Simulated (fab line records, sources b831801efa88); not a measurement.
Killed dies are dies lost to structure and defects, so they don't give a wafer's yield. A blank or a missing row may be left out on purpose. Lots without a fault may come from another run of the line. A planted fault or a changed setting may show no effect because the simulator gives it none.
fab line records | flow sky130 | part 1 of 2: steps 1 to 24 of 33
record lots=5 wafers=15 last_day=49
route steps=708 shown VT_ADJUST_NCORE@124 VT_ADJUST_HVTR@131 VT_ADJUST_PCH@143 SONOS_TUNNEL@154
lots that met no fault: from a run of the same line without faults
start_h: hours from the record's first day to the start of the lot's first wafer shown | wait_h: hours since the lot's step before | " the same as in the row above | L1.1+2: a row that stands for several wafers | - no value, or no start given | * or withheld: withheld | < > ~ a bound
route shown NAME@n: a module of which the file shows steps, and the number in the route of the first | usual: mean/standard deviation of fault-free wafers | same: alike in all rows | chamber/n: place in a boat | sites: the reading at each site | _std_site: their standard deviation | _edge_site: outer sites' mean less inner sites' | radius_mm: how far each site lies from the wafer's centre | mask NAME#n: copy n | behind: the tool/chamber that last shaped the wafer | hold: why the lot was held/for how many hours/how that ended | device: the transistor (n, p or np) that didn't switch | end of line: the same wafers' tests at the end of the route | a step without rows: its recipe alone | killed: dies lost to structure and defects at the first sort, not the wafer's yield | map: a wafer's dies, x killed, . not, _ none there
set.NAME: the setting as run; set.NAME@STEP: as run at that earlier step | model.NAME: the simulator's own value behind a step, which no gauge read
lots at some steps of the route; a table a step, a row a wafer
services: from which hour (start_h, from the record's first day; less than 0 if before it) a tool's chamber was out of use, for how many hours, and why
## steps
# step SKY_VT_ADJUST_NCORE_PEB_05
# recipe temp_c=withheld time_s=* resist=NOVOLAK
# usual chill_plate_temp_C=* exhaust_pa=45.1/0.87
# same time_s=*
# columns lot.wafer tool chamber start_h wait_h chill_plate_temp_C exhaust_pa
L081.1 litho_track-02 0 - - * 45.4
L081.2 " 0 " " * 45.6
L081.5 " 0 " " * 46.2
L085.2 litho_track-03 0 - - * 45.4
L085.3 " 0 " " * 44.4
L085.4 " 0 " " * 44.8
L086.1 litho_track-03 0 - - * 45.5
L086.3 " 0 " " * 44.3
L086.6 " 0 " " * 44.4
L088.1 litho_track-02 0 - - * 44.2
L088.4 " 0 " " * 44.9
L088.5 " 0 " " * 44.2
L090.1 litho_track-04 0 - - * 45.5
L090.5 " 0 " " * 46.1
L090.6 " 0 " " * 45.8
# step SKY_VT_ADJUST_NCORE_DEVELOP_06
# recipe resist=NOVOLAK developer=TMAH develop_time_s=60 dev_temp_c=23
# usual chill_plate_temp_C=23.00/0.12 developer_temp_C=23.03/0.11 exhaust_pa=45.0/0.87
# columns lot.wafer tool chamber start_h wait_h chill_plate_temp_C developer_temp_C exhaust_pa
L081.1 litho_track-02 0 234.42 0.1 23.20 22.95 47.7
L081.2 " 0 " " 23.00 22.91 45.7
L081.5 " 0 " " 23.13 22.91 45.6
L085.2 litho_track-03 0 268.78 0.1 22.77 22.85 44.7
L085.3 " 0 " " 22.95 22.82 43.9
L085.4 " 0 " " 23.01 23.01 45.0
L086.1 litho_track-03 0 280.20 0.1 22.77 23.00 46.9
L086.3 " 0 " " 22.88 23.18 46.0
L086.6 " 0 " " 22.81 22.94 44.1
L088.1 litho_track-02 0 288.12 0.1 23.03 23.11 44.6
L088.4 " 0 " " 23.03 23.17 44.6
L088.5 " 0 " " 23.06 23.14 45.6
L090.1 litho_track-04 0 300.52 0.1 23.00 23.11 43.9
L090.5 " 0 " " 22.95 23.08 45.1
L090.6 " 0 " " 23.05 23.13 43.9
# step SKY_VT_ADJUST_NCORE_CD_MEAS_07
# recipe target_cd_nm=380
# usual cd_nm=380.1/2.8
# columns lot.wafer tool chamber start_h wait_h cd_nm
L081.1 cd_sem-02 - 234.57 0.1 376.2
L081.2 " - " " 380.3
L081.5 " - " " 376.1
L085.2 cd_sem-02 - 268.92 0.1 374.5
L085.3 " - " " 374.3
L085.4 " - " " 373.8
L086.1 cd_sem-02 - 280.35 0.1 382.4
L086.3 " - " " 380.9
L086.6 " - " " 382.3
L088.1 cd_sem-01 - 288.27 0.1 381.1
L088.4 " - " " 381.2
L088.5 " - " " 384.5
L090.1 cd_sem-02 - 300.67 0.1 381.4
L090.5 " - " " 380.8
L090.6 " - " " 382.8
# step SKY_VT_ADJUST_NCORE_OVL_MEAS_08
# usual VT_ADJUST_NCORE_OVL=0.3/1.4
# columns lot.wafer tool chamber start_h wait_h VT_ADJUST_NCORE_OVL[nm]
L081.1 overlay-02 - 234.69 0.1 1.1
L081.2 " - " " 0.1
L081.5 " - " " 1.2
L085.2 overlay-01 - 269.03 0.1 2.5
L085.3 " - " " 0.7
L085.4 " - " " 0.5
L086.1 overlay-01 - 280.47 0.1 0.0
L086.3 " - " " -1.0
L086.6 " - " " 0.6
L088.1 overlay-01 - 288.39 0.1 -1.0
L088.4 " - " " 1.0
L088.5 " - " " -2.5
L090.1 overlay-02 - 300.79 0.1 0.6
L090.5 " - " " 3.0
L090.6 " - " " 1.8
# step SKY_VT_ADJUST_NCORE_IMPLANT_09
# recipe species=B energy_kev=10 dose_cm2=2.4e+12 tilt_deg=withheld
# columns lot.wafer tool chamber start_h wait_h
L081.1+2+5 implanter-02 0 234.72 0.0
L085.2+3+4 implanter-02 0 269.08 0.0
L086.1+3+6 implanter-04 0 280.51 0.0
L088.1+4+5 implanter-01 0 288.42 0.0
L090.1+5+6 implanter-02 0 300.83 0.0
# step SKY_VT_ADJUST_NCORE_STRIP_10
# recipe chemistry=O2/N2 power_w=1400 pressure_mtorr=1500 platen_temp_c=withheld o2_flow_sccm=3000 n2_flow_sccm=300 overash_fraction=0.5
# usual drypump_motor_current_A=6.00/0.26 oes_product_au=0.715/0.0045 strip_time_to_endpoint_s=14.17/0.04
# columns lot.wafer tool chamber start_h wait_h drypump_motor_current_A oes_product_au rf_hours_counter_h strip_time_to_endpoint_s
L081.1 plasma_asher-03 1 234.87 0.1 6.26 0.712 43 14.16
L081.2 " 0 " " 6.12 0.723 43 14.17
L081.5 " 0 " " 6.17 0.717 - 14.17
L085.2 plasma_asher-02 1 269.21 0.1 5.75 0.716 61 14.20
L085.3 " 1 " " 5.76 0.707 - 14.19
L085.4 " 0 " " 5.83 0.712 - 14.19
L086.1 plasma_asher-04 1 280.66 0.1 5.55 0.718 56 14.21
L086.3 " 0 " " 6.02 0.717 - 14.19
L086.6 " 0 " " 6.00 0.716 - 14.20
L088.1 plasma_asher-03 1 288.57 0.1 6.29 0.713 48 14.13
L088.4 " 1 " " 6.27 0.717 - 14.15
L088.5 " 1 " " 6.26 0.725 - 14.14
L090.1 plasma_asher-03 0 300.98 0.1 6.17 0.719 50 14.13
L090.5 " 0 " " 6.13 0.714 - 14.13
L090.6 " 1 " " 6.26 0.715 - 14.11
# step SKY_VT_ADJUST_NCORE_TW_MEAS_11
# usual VT_ADJUST_NCORE_TW=221.5/1.2
# columns lot.wafer tool chamber start_h wait_h VT_ADJUST_NCORE_TW
L081.1 film_metro-01 - 234.97 0.1 223.4
L081.2 " - " " 224.3
L081.5 " - " " 221.2
L085.2 film_metro-04 - 269.32 0.1 221.8
L085.3 " - " " 221.3
L085.4 " - " " 220.8
L086.1 film_metro-02 - 280.76 0.1 221.8
L086.3 " - " " 222.4
L086.6 " - " " 221.1
L088.1 film_metro-02 - 288.67 0.1 220.4
L088.4 " - " " 220.7
L088.5 " - " " 221.6
L090.1 film_metro-02 - 301.08 0.1 220.3
L090.5 " - " " 222.6
L090.6 " - " " 220.4
# step SKY_VT_ADJUST_HVTR_DEHYDRATE_00
# recipe temp_c=200 time_s=60
# usual chill_plate_temp_C=22.99/0.094 exhaust_pa=45.2/0.82
# same time_s=60
# columns lot.wafer tool chamber start_h wait_h chill_plate_temp_C exhaust_pa
L081.1 litho_track-01 0 245.76 10.8 23.08 45.6
L081.2 " 0 " " 22.98 44.7
L081.5 " 0 " " 23.06 45.4
L085.2 litho_track-02 0 280.84 11.5 23.01 43.8
L085.3 " 0 " " 23.03 44.2
L085.4 " 0 " " 22.97 44.4
L086.1 litho_track-02 0 293.27 12.5 22.82 44.5
L086.3 " 0 " " 22.97 44.0
L086.6 " 0 " " 22.95 45.2
L088.1 litho_track-01 0 300.51 11.8 22.96 45.9
L088.4 " 0 " " 23.07 44.0
L088.5 " 0 " " 23.00 45.1
L090.1 litho_track-04 0 313.92 12.8 23.10 44.3
L090.5 " 0 " " 22.94 45.7
L090.6 " 0 " " 22.89 44.2
# step SKY_VT_ADJUST_HVTR_HMDS_01
# recipe prime_time_s=60 prime_temp_c=120
# usual chill_plate_temp_C=23.04/0.11 exhaust_pa=45.1/0.88
# columns lot.wafer tool chamber start_h wait_h chill_plate_temp_C exhaust_pa
L081.1 litho_track-01 0 245.91 0.1 23.12 46.6
L081.2 " 0 " " 23.08 45.3
L081.5 " 0 " " 23.02 45.3
L085.2 litho_track-02 0 280.99 0.1 22.97 46.2
L085.3 " 0 " " 22.84 45.7
L085.4 " 0 " " 22.91 45.3
L086.1 litho_track-02 0 293.42 0.1 23.11 44.3
L086.3 " 0 " " 23.11 44.4
L086.6 " 0 " " 23.18 45.3
L088.1 litho_track-01 0 300.66 0.1 22.82 44.0
L088.4 " 0 " " 23.02 45.1
L088.5 " 0 " " 22.81 44.1
L090.1 litho_track-04 0 314.07 0.1 23.04 44.6
L090.5 " 0 " " 22.87 45.1
L090.6 " 0 " " 23.01 45.9
# step SKY_VT_ADJUST_HVTR_COAT_02
# recipe resist=NOVOLAK spin_rpm=3000 resist_thk_nm=1140
# usual chill_plate_temp_C=23.01/0.11 exhaust_pa=45.3/0.81
# columns lot.wafer tool chamber start_h wait_h chill_plate_temp_C exhaust_pa
L081.1 litho_track-01 0 246.06 0.1 23.08 45.4
L081.2 " 0 " " 22.93 45.9
L081.5 " 0 " " 23.13 45.9
L085.2 litho_track-02 0 281.14 0.1 23.04 44.9
L085.3 " 0 " " 22.90 45.2
L085.4 " 0 " " 23.08 44.6
L086.1 litho_track-02 0 293.57 0.1 23.10 45.6
L086.3 " 0 " " 23.00 45.8
L086.6 " 0 " " 23.04 45.0
L088.1 litho_track-01 0 300.81 0.1 22.99 44.1
L088.4 " 0 " " 23.20 46.3
L088.5 " 0 " " 23.03 43.2
L090.1 litho_track-04 0 314.22 0.1 22.85 44.9
L090.5 " 0 " " 23.04 46.1
L090.6 " 0 " " 22.95 46.6
# step SKY_VT_ADJUST_HVTR_SOFTBAKE_03
# recipe temp_c=90 time_s=60 resist=NOVOLAK
# usual chill_plate_temp_C=22.99/0.1 exhaust_pa=45.1/0.88
# same time_s=60
# columns lot.wafer tool chamber start_h wait_h chill_plate_temp_C exhaust_pa
L081.1 litho_track-01 0 246.21 0.1 22.84 46.4
L081.2 " 0 " " 22.98 43.8
L081.5 " 0 " " 23.09 46.2
L085.2 litho_track-02 0 281.29 0.1 23.02 45.2
L085.3 " 0 " " 23.04 46.1
L085.4 " 0 " " 22.97 45.1
L086.1 litho_track-02 0 293.72 0.1 23.01 45.6
L086.3 " 0 " " 22.92 45.4
L086.6 " 0 " " 23.15 45.1
L088.1 litho_track-01 0 300.96 0.1 23.00 44.0
L088.4 " 0 " " 23.00 44.5
L088.5 " 0 " " 23.07 45.3
L090.1 litho_track-04 0 314.37 0.1 22.86 45.6
L090.5 " 0 " " 22.89 45.8
L090.6 " 0 " " 22.83 46.5
# step SKY_VT_ADJUST_HVTR_EXPOSE_04
# recipe mask_id=HVTRM target_cd_nm=380 na=0.6 source_shape=conventional sigma_outer=0.6 dose_mj=150
# same sigma_outer=0.6
# columns lot.wafer tool chamber start_h wait_h mask
L081.1+2+5 iline_stepper-02 0 - - HVTRM#0
L085.2+3+4 iline_stepper-01 0 - - HVTRM#0
L086.1+3+6 iline_stepper-01 0 - - HVTRM#0
L088.1+4+5 iline_stepper-02 0 - - HVTRM#0
L090.1+5+6 iline_stepper-02 0 - - HVTRM#0
# step SKY_VT_ADJUST_HVTR_PEB_05
# recipe temp_c=withheld time_s=* resist=NOVOLAK
# usual chill_plate_temp_C=* exhaust_pa=45.2/0.91
# same time_s=*
# columns lot.wafer tool chamber start_h wait_h chill_plate_temp_C exhaust_pa
L081.1 litho_track-04 0 - - * 44.1
L081.2 " 0 " " * 44.3
L081.5 " 0 " " * 44.6
L085.2 litho_track-04 0 - - * 44.7
L085.3 " 0 " " * 45.3
L085.4 " 0 " " * 43.9
L086.1 litho_track-04 0 - - * 45.0
L086.3 " 0 " " * 45.3
L086.6 " 0 " " * 45.6
L088.1 litho_track-01 0 - - * 45.4
L088.4 " 0 " " * 44.4
L088.5 " 0 " " * 46.4
L090.1 litho_track-04 0 - - * 45.7
L090.5 " 0 " " * 43.1
L090.6 " 0 " " * 45.0
# step SKY_VT_ADJUST_HVTR_DEVELOP_06
# recipe develop_time_s=60 dev_temp_c=22.28
# usual chill_plate_temp_C=23.01/0.093 developer_temp_C=22.27/0.11 exhaust_pa=45.0/0.94
# columns lot.wafer tool chamber start_h wait_h chill_plate_temp_C developer_temp_C exhaust_pa
L081.1 litho_track-04 0 257.87 0.1 23.07 22.26 43.8
L081.2 " 0 " " 23.05 22.37 42.7
L081.5 " 0 " " 22.87 22.38 44.3
L085.2 litho_track-04 0 294.35 0.1 22.90 22.21 44.3
L085.3 " 0 " " 22.87 22.27 44.8
L085.4 " 0 " " 22.79 22.35 43.9
L086.1 litho_track-04 0 306.47 0.1 23.13 22.20 44.7
L086.3 " 0 " " 22.94 22.19 44.4
L086.6 " 0 " " 22.99 21.99 44.7
L088.1 litho_track-01 0 314.31 0.1 22.99 22.27 44.2
L088.4 " 0 " " 23.10 22.31 44.2
L088.5 " 0 " " 23.14 22.23 43.2
L090.1 litho_track-04 0 326.67 0.1 23.00 22.27 45.9
L090.5 " 0 " " 22.98 22.32 46.2
L090.6 " 0 " " 23.06 22.21 45.6
# step SKY_VT_ADJUST_HVTR_CD_MEAS_07
# recipe target_cd_nm=380
# usual cd_nm=380.4/2.2
# columns lot.wafer tool chamber start_h wait_h cd_nm
L081.1 cd_sem-02 - 258.02 0.1 379.7
L081.2 " - " " 380.6
L081.5 " - " " 383.7
L085.2 cd_sem-02 - 294.49 0.1 377.7
L085.3 " - " " 376.3
L085.4 " - " " 379.0
L086.1 cd_sem-01 - 306.62 0.1 377.1
L086.3 " - " " 379.6
L086.6 " - " " 379.8
L088.1 cd_sem-02 - 314.46 0.1 382.2
L088.4 " - " " 379.9
L088.5 " - " " 383.5
L090.1 cd_sem-02 - 326.82 0.1 377.1
L090.5 " - " " 376.6
L090.6 " - " " 377.0
# step SKY_VT_ADJUST_HVTR_OVL_MEAS_08
# usual VT_ADJUST_HVTR_OVL=-0.2/1.5
# columns lot.wafer tool chamber start_h wait_h VT_ADJUST_HVTR_OVL[nm]
L081.1 overlay-02 - 258.14 0.1 -0.3
L081.2 " - " " 0.2
L081.5 " - " " -0.2
L085.2 overlay-02 - 294.60 0.1 2.1
L085.3 " - " " 3.3
L085.4 " - " " 0.9
L086.1 overlay-02 - 306.74 0.1 -0.4
L086.3 " - " " -1.9
L086.6 " - " " 0.1
L088.1 overlay-01 - 314.58 0.1 -1.9
L088.4 " - " " -0.6
L088.5 " - " " -0.4
L090.1 overlay-02 - 326.94 0.1 -3.5
L090.5 " - " " -2.7
L090.6 " - " " -2.4
# step SKY_VT_ADJUST_HVTR_IMPLANT_09
# recipe species=B energy_kev=10 dose_cm2=2.1e+12 tilt_deg=withheld
# columns lot.wafer tool chamber start_h wait_h
L081.1+2+5 implanter-02 0 258.18 0.0
L085.2+3+4 implanter-03 0 294.65 0.0
L086.1+3+6 implanter-03 0 306.78 0.0
L088.1+4+5 implanter-04 0 314.62 0.0
L090.1+5+6 implanter-04 0 326.98 0.0
# step SKY_VT_ADJUST_HVTR_STRIP_10
# recipe chemistry=O2/N2 power_w=1400 pressure_mtorr=1500 platen_temp_c=withheld o2_flow_sccm=3000 n2_flow_sccm=300 overash_fraction=0.5
# usual drypump_motor_current_A=5.7/0.51 oes_product_au=0.716/0.0046 strip_time_to_endpoint_s=14.18/0.038
# columns lot.wafer tool chamber start_h wait_h drypump_motor_current_A oes_product_au rf_hours_counter_h strip_time_to_endpoint_s
L081.1 plasma_asher-01 1 258.33 0.1 5.4 0.715 11 14.16
L081.2 " 0 " " 4.9 0.721 11 14.16
L081.5 " 0 " " 4.9 0.713 - 14.16
L085.2 plasma_asher-03 1 294.78 0.1 6.3 0.722 49 14.18
L085.3 " 1 " " 6.3 0.717 - 14.23
L085.4 " 0 " " 6.2 0.710 - 14.22
L086.1 plasma_asher-04 1 306.93 0.1 5.5 0.716 58 14.21
L086.3 " 0 " " 6.0 0.724 - 14.18
L086.6 " 0 " " 5.9 0.710 - 14.26
L088.1 plasma_asher-01 0 314.77 0.1 5.0 0.715 17 14.13
L088.4 " 1 " " 5.4 0.726 - 14.19
L088.5 " 0 " " 5.0 0.714 - 14.15
L090.1 plasma_asher-01 1 327.13 0.1 5.4 0.727 19 14.21
L090.5 " 0 " " 4.9 0.716 - 14.17
L090.6 " 1 " " 5.4 0.715 - 14.13
# step SKY_VT_ADJUST_HVTR_TW_MEAS_11
# usual VT_ADJUST_HVTR_TW=212.1/1.5
# columns lot.wafer tool chamber start_h wait_h VT_ADJUST_HVTR_TW
L081.1 film_metro-04 - 258.43 0.1 213.2
L081.2 " - " " 213.2
L081.5 " - " " 213.5
L085.2 film_metro-03 - 294.89 0.1 209.3
L085.3 " - " " 209.7
L085.4 " - " " 211.0
L086.1 film_metro-01 - 307.03 0.1 213.9
L086.3 " - " " 214.3
L086.6 " - " " 214.0
L088.1 film_metro-04 - 314.87 0.1 213.5
L088.4 " - " " 213.1
L088.5 " - " " 213.2
L090.1 film_metro-03 - 327.23 0.1 210.0
L090.5 " - " " 210.2
L090.6 " - " " 210.2
# step SKY_VT_ADJUST_PCH_DEHYDRATE_00
# recipe temp_c=200 time_s=60
# usual chill_plate_temp_C=22.99/0.094 exhaust_pa=45.1/0.94
# same time_s=60
# columns lot.wafer tool chamber start_h wait_h chill_plate_temp_C exhaust_pa
L081.1 litho_track-03 0 269.80 11.4 23.10 45.2
L081.2 " 0 " " 22.97 44.3
L081.5 " 0 " " 22.92 44.9
L085.2 litho_track-04 0 307.00 12.1 22.90 44.8
L085.3 " 0 " " 22.98 44.2
L085.4 " 0 " " 23.07 45.4
L086.1 litho_track-01 0 319.21 12.2 22.97 42.5
L086.3 " 0 " " 22.93 44.1
L086.6 " 0 " " 22.96 45.1
L088.1 litho_track-01 0 326.56 11.7 22.84 46.1
L088.4 " 0 " " 22.76 45.5
L088.5 " 0 " " 22.77 45.3
L090.1 litho_track-04 0 340.32 13.1 22.89 43.9
L090.5 " 0 " " 22.93 44.6
L090.6 " 0 " " 22.80 44.9
# step SKY_VT_ADJUST_PCH_HMDS_01
# recipe prime_time_s=60 prime_temp_c=120
# usual chill_plate_temp_C=22.98/0.11 exhaust_pa=45.1/0.94
# columns lot.wafer tool chamber start_h wait_h chill_plate_temp_C exhaust_pa
L081.1 litho_track-03 0 269.95 0.1 22.96 44.8
L081.2 " 0 " " 22.98 45.5
L081.5 " 0 " " 23.01 45.5
L085.2 litho_track-04 0 307.15 0.1 23.04 44.3
L085.3 " 0 " " 23.11 45.3
L085.4 " 0 " " 23.01 44.7
L086.1 litho_track-01 0 319.36 0.1 22.88 46.7
L086.3 " 0 " " 22.97 44.2
L086.6 " 0 " " 22.99 45.8
L088.1 litho_track-01 0 326.71 0.1 23.08 43.4
L088.4 " 0 " " 22.86 46.3
L088.5 " 0 " " 23.12 45.4
L090.1 litho_track-04 0 340.47 0.1 22.99 42.8
L090.5 " 0 " " 22.94 44.0
L090.6 " 0 " " 22.93 43.7
# step SKY_VT_ADJUST_PCH_COAT_02
# recipe spin_rpm=2000 resist_thk_nm=3000
# usual chill_plate_temp_C=23.00/0.11 exhaust_pa=45.0/0.85
# columns lot.wafer tool chamber start_h wait_h chill_plate_temp_C exhaust_pa
L081.1 litho_track-03 0 270.10 0.1 23.15 45.6
L081.2 " 0 " " 23.04 44.5
L081.5 " 0 " " 23.16 44.5
L085.2 litho_track-04 0 307.30 0.1 22.89 43.4
L085.3 " 0 " " 22.85 45.1
L085.4 " 0 " " 22.88 44.7
L086.1 litho_track-01 0 319.51 0.1 23.08 45.0
L086.3 " 0 " " 23.02 44.9
L086.6 " 0 " " 22.96 44.5
L088.1 litho_track-01 0 326.86 0.1 23.00 43.9
L088.4 " 0 " " 22.97 45.4
L088.5 " 0 " " 22.81 45.2
L090.1 litho_track-04 0 340.62 0.1 22.87 42.5
L090.5 " 0 " " 22.83 43.9
L090.6 " 0 " " 22.99 42.7
# step SKY_VT_ADJUST_PCH_SOFTBAKE_03
# recipe temp_c=110 time_s=withheld
# usual chill_plate_temp_C=23.00/0.086 exhaust_pa=44.9/0.93
# columns lot.wafer tool chamber start_h wait_h chill_plate_temp_C exhaust_pa
L081.1 litho_track-03 0 270.25 0.1 23.01 44.9
L081.2 " 0 " " 23.04 44.3
L081.5 " 0 " " 23.06 45.2
L085.2 litho_track-04 0 307.46 0.1 23.10 46.1
L085.3 " 0 " " 22.88 46.4
L085.4 " 0 " " 22.96 46.6
L086.1 litho_track-01 0 319.66 0.1 23.14 45.1
L086.3 " 0 " " 23.10 45.2
L086.6 " 0 " " 22.99 46.1
L088.1 litho_track-01 0 327.01 0.1 22.96 45.9
L088.4 " 0 " " 23.12 44.9
L088.5 " 0 " " 23.00 45.8
L090.1 litho_track-04 0 340.77 0.1 22.91 44.6
L090.5 " 0 " " 22.94 44.6
L090.6 " 0 " " 22.97 45.7
# step SKY_VT_ADJUST_PCH_EXPOSE_04
# recipe mask_id=NWM na=0.6 source_shape=conventional sigma_outer=0.6 polarization=unpolarized target_cd_nm=840 dose_mj=255
# same sigma_outer=0.6
# columns lot.wafer tool chamber start_h wait_h mask
L081.1+2+5 iline_stepper-02 0 - - NWM#0
L085.2+3+4 iline_stepper-01 0 - - NWM#0
L086.1+3+6 iline_stepper-02 0 - - NWM#0
L088.1+4+5 iline_stepper-01 0 - - NWM#0
L090.1+5+6 iline_stepper-01 0 - - NWM#0
